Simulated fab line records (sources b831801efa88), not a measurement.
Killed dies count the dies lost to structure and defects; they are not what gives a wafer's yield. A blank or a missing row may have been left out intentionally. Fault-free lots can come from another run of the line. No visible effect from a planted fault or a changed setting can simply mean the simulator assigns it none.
Code-filled problem report in 8D (eight disciplines) form    flow gf180mcu    the parts of the form that need people (team, actions taken, sign-off) are left out

## 1. WHAT IS WRONG
Across 6 wafers from 2 lots, HV_LDD_RS at GF_HV_LDD_RS_MEAS_53 averages 404.1 ohm/sq, while fault-free wafers read 418.1 ohm/sq with a standard deviation of 0.92. Measured from the usual mean, that is -15 standard deviations.
The step: measures by four-point-probe.
The first sign was on wafer L162.1 at day 15 08:12, on film_metro-01. The record has a number at this step for 42 wafers belonging to 14 lots. Rule for "out" (also "out of limits"): further than 4 standard deviations from the usual mean. The other wafers with a number count as sound.

## 2. WHAT IT IS, AND WHAT IT ISN'T
question                     is                            is not
which readings at this step  HV_LDD_RS                     -
which lots                   L162, L163                    L153, L154, L155, L157, L159, L160, L161, L172, L173, L174, L175, L176
which wafers of those lots   all that have a number        -
read on which gauges         film_metro-01, film_metro-04  film_metro-03
when                         from day 15 08:12             up to then (21 sound wafers); but 15 sound wafers of L172, L173, L174, L175, L176 came after

## 3. SUSPECTS, AND WHAT RULES EACH OUT
Counting: a tool stays on the suspect list if, at a process step up to the reading, it processed all lots that are out and no sound lot following the first of them.
- the gauge at GF_HV_LDD_RS_MEAS_53 has been ruled out. 2 gauges (film_metro-01, film_metro-04) read the wafers that are out.
- implanter-04 at GF_HV_LDD_IMPLANT_33: kept. It processed each lot that is out, first L162 at day 14 11:28, and no sound lot thereafter; up to then, the last sound lot it processed was L161 at day 14 07:34. Its own readings are out on those wafers: beam_energy_keV.
The count leaves implanter-04 at GF_HV_LDD_IMPLANT_33.

## 4. THE CAUSE (what the simulator had put in)
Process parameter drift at GF_HV_LDD_IMPLANT_33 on implanter-04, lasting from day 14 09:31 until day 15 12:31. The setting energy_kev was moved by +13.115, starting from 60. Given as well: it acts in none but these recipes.
After counting, this tool was the only one left.

## 5. THE CHAIN OF EFFECTS, in route order
Rows list readings where the struck wafers' mean (over those with a number) sits beyond 3 standard deviations from the usual. Readings are gone through only where the record gives a usual standard deviation; hours: the median, over the lots, of the time from a lot's start at the first step in this table giving one to that lot's start at this step; sigmas: the change measured in usual standard deviations.
hours  step                  reading          usual         on struck wafers  change   sigmas
0      GF_HV_LDD_IMPLANT_33  beam_energy_keV  59.997        73.108            +13.111  +99 or more
21     GF_HV_LDD_RS_MEAS_53  HV_LDD_RS        418.1 ohm/sq  404.1             -14.0    -15
Process steps it contains:
- GF_HV_LDD_IMPLANT_33
Later measuring or inspecting steps at which every struck wafer that the step has a row for has a number for every such reading, and none has moved that far: GF_V1_THK_MEAS_25.

## 6. HOW IT WOULD HAVE BEEN CAUGHT EARLIER
The first out-of-limits reading at a measuring or inspecting step in this record came at day 15 08:12, 23 hours after the fault's start at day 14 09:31.
Tool's own readings at GF_HV_LDD_IMPLANT_33, beam_energy_keV: out on all struck wafers the step has rows for; an alarm limit on them would have tripped on the first.
By day 15 08:12, every lot that is out (2) had started GF_HV_LDD_IMPLANT_33 on implanter-04. None of them would have been spared by holding the tool at that moment.
